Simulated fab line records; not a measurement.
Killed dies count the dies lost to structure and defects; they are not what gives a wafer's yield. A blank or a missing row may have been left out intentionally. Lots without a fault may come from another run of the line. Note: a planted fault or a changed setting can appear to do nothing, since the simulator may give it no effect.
What tool caused it? | flow sky130 | 13 lots with 39 wafers sampled at 6 steps, on a route of 708 steps

WHAT THE GAUGES READ, wafer by wafer
SKY_SPACER_THK_MEAS_01. Usual: SPACER_CVD_00_THK 43.1 nm, standard deviation 0.47.
lot  | measured     | on            | SPACER_CVD_00_THK (nm) | flag
L358 | day 22 22:44 | film-metro-01 | 41.9 42.3 42.3         |
L360 | day 23 18:45 | film-metro-03 | 43.0 42.9 43.1         |
L361 | day 23 23:10 | film-metro-01 | 43.0 42.8 43.2         |
L362 | day 24 17:44 | film-metro-01 | 43.6 43.6 43.3         |
L364 | day 25 19:58 | film-metro-01 | 42.7 42.8 43.1         |
L366 | day 26 05:02 | film-metro-01 | 43.5 43.4 43.5         |
L372 | day 28 12:53 | film-metro-03 | 43.3 43.1 43.4         |
L375 | day 29 02:33 | film-metro-02 | 44.1 44.4 44.0         |
L376 | day 29 06:28 | film-metro-03 | 43.4 43.0 42.9         |
L377 | day 29 19:17 | film-metro-01 | 43.2 43.2 43.2         |
L379 | day 30 03:23 | film-metro-01 | 43.3 43.7 43.3         |
L378 | day 30 03:24 | film-metro-03 | 42.9 43.1 42.5         |
L380 | day 30 09:01 | film-metro-03 | 44.0 43.6 44.1         |

SKY_SD_P_TW_MEAS_11. Usual: SD_P_TW 2826, standard deviation 27.
lot  | measured     | on            | SD_P_TW        | flag
L358 | day 25 10:54 | film-metro-04 | 2843 2858 2847 |
L360 | day 26 06:33 | film-metro-01 | 2850 2833 2831 |
L361 | day 26 10:52 | film-metro-01 | 2843 2845 2833 |
L362 | day 27 04:49 | film-metro-02 | 2771 2768 2776 |
L364 | day 28 05:40 | film-metro-02 | 2777 2778 2780 |
L366 | day 28 14:44 | film-metro-02 | 2787 2779 2790 |
L372 | day 30 15:38 | film-metro-02 | 2807 2801 2811 |
L375 | day 31 05:51 | film-metro-04 | 2851 2854 2875 |
L376 | day 31 09:00 | film-metro-04 | 2866 2855 2869 |
L377 | day 31 22:32 | film-metro-02 | 2793 2791 2793 |
L379 | day 32 08:43 | film-metro-01 | 2821 2830 2825 |
L378 | day 32 08:26 | film-metro-01 | 2813 2828 2837 |
L380 | day 32 14:02 | film-metro-01 | 2828 2811 2819 |

SKY_RES_XHIGH_TW_MEAS_09. Usual: RES_XHIGH_TW 1643, standard deviation 16.
lot  | measured     | on            | RES_XHIGH_TW   | flag
L358 | day 26 16:29 | film-metro-01 | 1652 1645 1644 |
L360 | day 27 12:05 | film-metro-01 | 1651 1654 1645 |
L361 | day 27 15:48 | film-metro-04 | 1649 1648 1646 |
L362 | day 28 09:09 | film-metro-02 | 1617 1619 1611 |
L364 | day 29 07:55 | film-metro-04 | 1649 1652 1655 |
L366 | day 29 17:03 | film-metro-01 | 30 30 30       | OFF
L372 | day 31 18:26 | film-metro-04 | 1660 1661 1661 |
L375 | day 32 09:30 | film-metro-02 | 1612 1614 1614 |
L376 | day 32 12:36 | film-metro-01 | 1641 1631 1634 |
L377 | day 33 02:01 | film-metro-01 | 1656 1646 1644 |
L379 | day 33 11:17 | film-metro-01 | 1649 1656 1659 |
L378 | day 33 10:39 | film-metro-01 | 1659 1640 1645 |
L380 | day 33 15:35 | film-metro-04 | 1653 1653 1655 |

SKY_SD_N_TW_MEAS_12. Usual: SD_N_TW 3976, standard deviation 46.
lot  | measured     | on            | SD_N_TW        | flag
L358 | day 27 21:36 | film-metro-02 | 3902 3920 3893 |
L360 | day 28 16:12 | film-metro-01 | 3974 3977 3959 |
L361 | day 28 19:13 | film-metro-01 | 3971 3963 3991 |
L362 | day 29 11:58 | film-metro-01 | 4017 4031 4033 |
L364 | day 30 09:34 | film-metro-04 | 3993 4007 4001 |
L366 | day 30 18:07 | film-metro-02 | 3907 3932 3924 |
L372 | day 32 22:24 | film-metro-02 | 3896 3904 3911 |
L375 | day 33 12:14 | film-metro-04 | 4043 4036 4046 |
L376 | day 33 14:47 | film-metro-01 | 3999 4020 4001 |
L377 | day 34 04:19 | film-metro-02 | 3926 3923 3895 |
L379 | day 34 13:34 | film-metro-02 | 3935 3905 3922 |
L378 | day 34 12:43 | film-metro-02 | 3923 3895 3944 |
L380 | day 34 18:42 | film-metro-02 | 3907 3903 3926 |

WHAT TOOL EACH LOT RAN ON (gives the tool, then ch and the chambers of the sampled wafers, and finally the start)
lot  | SKY_SD_P_STRIP_10                    | SKY_RES_XHIGH_STRIP_08
L358 | plasma-asher-02 ch 0,1, day 25 10:48 | plasma-asher-03 ch 0,1, day 26 16:23
L360 | plasma-asher-02 ch 0,1, day 26 06:27 | plasma-asher-04 ch 0,1, day 27 11:59
L361 | plasma-asher-01 ch 0,1, day 26 10:45 | plasma-asher-02 ch 0,1, day 27 15:41
L362 | plasma-asher-04 ch 0,1, day 27 04:42 | plasma-asher-03 ch 0,1, day 28 09:02
L364 | plasma-asher-04 ch 0,1, day 28 05:35 | plasma-asher-03 ch 0,1, day 29 07:49
L366 | plasma-asher-04 ch 0,1, day 28 14:37 | plasma-asher-04 ch 0,1, day 29 16:56
L372 | plasma-asher-02 ch 0,1, day 30 15:32 | plasma-asher-02 ch 0,1, day 31 18:20
L375 | plasma-asher-02 ch 0,1, day 31 05:46 | plasma-asher-04 ch 0,1, day 32 09:24
L376 | plasma-asher-02 ch 0,1, day 31 08:55 | plasma-asher-03 ch 0,1, day 32 12:30
L377 | plasma-asher-02 ch 0,1, day 31 22:28 | plasma-asher-04 ch 0,1, day 33 01:55
L379 | plasma-asher-02 ch 0,1, day 32 08:37 | plasma-asher-04 ch 0,1, day 33 11:11
L378 | plasma-asher-04 ch 0,1, day 32 08:19 | plasma-asher-02 ch 0,1, day 33 10:32
L380 | plasma-asher-02 ch 0,1, day 32 13:56 | plasma-asher-04 ch 0,1, day 33 15:29
- SKY_SD_P_STRIP_10: strips in O2/N2.
- SKY_RES_XHIGH_STRIP_08: strips in O2/N2.

WHAT THE TOOLS THEMSELVES READ (means of the sampled wafers that have a number; where no wafer has one, the mark that the record gives instead)
SKY_SD_P_STRIP_10. Usual: drypump-motor-current-A 6.0 A, standard deviation 0.56; oes-product-au 0.618 a.u., standard deviation 0.0045; strip-time-to-endpoint-s 17.51 s, standard deviation 0.038.
lot  | tool            | drypump-motor-current-A (A) | oes-product-au (a.u.) | strip-time-to-endpoint-s (s) | flag
L358 | plasma-asher-02 | 5.7                         | 0.616                 | 17.49                        |
L360 | plasma-asher-02 | 6.2                         | 0.618                 | 17.53                        |
L361 | plasma-asher-01 | 5.9                         | 0.622                 | 17.49                        |
L362 | plasma-asher-04 | 6.0                         | 0.615                 | 17.52                        |
L364 | plasma-asher-04 | 5.6                         | 0.617                 | 17.49                        |
L366 | plasma-asher-04 | 5.6                         | 0.560                 | -                            | OFF
L372 | plasma-asher-02 | 6.2                         | 0.621                 | 17.56                        |
L375 | plasma-asher-02 | 5.7                         | 0.618                 | 17.53                        |
L376 | plasma-asher-02 | 5.7                         | 0.621                 | 17.51                        |
L377 | plasma-asher-02 | 5.8                         | 0.616                 | 17.53                        |
L379 | plasma-asher-02 | 6.2                         | 0.621                 | 17.51                        |
L378 | plasma-asher-04 | 5.6                         | 0.616                 | 17.46                        |
L380 | plasma-asher-02 | 5.7                         | 0.615                 | 17.51                        |

SKY_RES_XHIGH_STRIP_08. Usual: drypump-motor-current-A 5.7 A, standard deviation 0.56; oes-product-au 0.711 a.u., standard deviation 0.0044; strip-time-to-endpoint-s 14.26 s, standard deviation 0.048.
lot  | tool            | drypump-motor-current-A (A) | oes-product-au (a.u.) | strip-time-to-endpoint-s (s) | flag
L358 | plasma-asher-03 | 5.3                         | 0.714                 | 14.25                        |
L360 | plasma-asher-04 | 5.9                         | 0.709                 | 14.23                        |
L361 | plasma-asher-02 | 5.7                         | 0.711                 | 14.34                        |
L362 | plasma-asher-03 | 5.6                         | 0.711                 | 14.29                        |
L364 | plasma-asher-03 | 5.3                         | 0.714                 | 14.27                        |
L366 | plasma-asher-04 | 5.6                         | 0.716                 | 24.68                        | OFF
L372 | plasma-asher-02 | 6.1                         | 0.716                 | 14.24                        |
L375 | plasma-asher-04 | 5.7                         | 0.712                 | 14.25                        |
L376 | plasma-asher-03 | 5.3                         | 0.707                 | 14.19                        |
L377 | plasma-asher-04 | 5.7                         | 0.710                 | 14.28                        |
L379 | plasma-asher-04 | 5.7                         | 0.707                 | 14.30                        |
L378 | plasma-asher-02 | 6.2                         | 0.708                 | 14.21                        |
L380 | plasma-asher-04 | 5.9                         | 0.706                 | 14.26                        |

THE ANSWER, worked out from the rows above alone
Rule: a lot is off if the mean of its wafers that have a number lies more than 3 standard deviations from the usual mean. Also off: a lot with no number at a reading for which 4 or more lots have one. Where the step has rows for the other lots, those lots are counted as sound. The gauges are gone through in route order, then the tools' own readings, and for those a lot's mean is taken as printed above. At the first step where some lot is off, the reading lying furthest off is the one used; lots without a number count as furthest.
Off: L366, seen at SKY_RES_XHIGH_TW_MEAS_09 (RES_XHIGH_TW).
A tool fits if, at a process step before that reading, it ran every lot that is off, and no sound lot after the first of them. The gauges at SKY_RES_XHIGH_TW_MEAS_09 aren't tried: what is off there is off at SKY_SD_P_STRIP_10 too, on other tools, and a gauge's error can't cause that. No candidate that was tried fits.

WHAT HAD BEEN PUT IN BY THE SIMULATOR
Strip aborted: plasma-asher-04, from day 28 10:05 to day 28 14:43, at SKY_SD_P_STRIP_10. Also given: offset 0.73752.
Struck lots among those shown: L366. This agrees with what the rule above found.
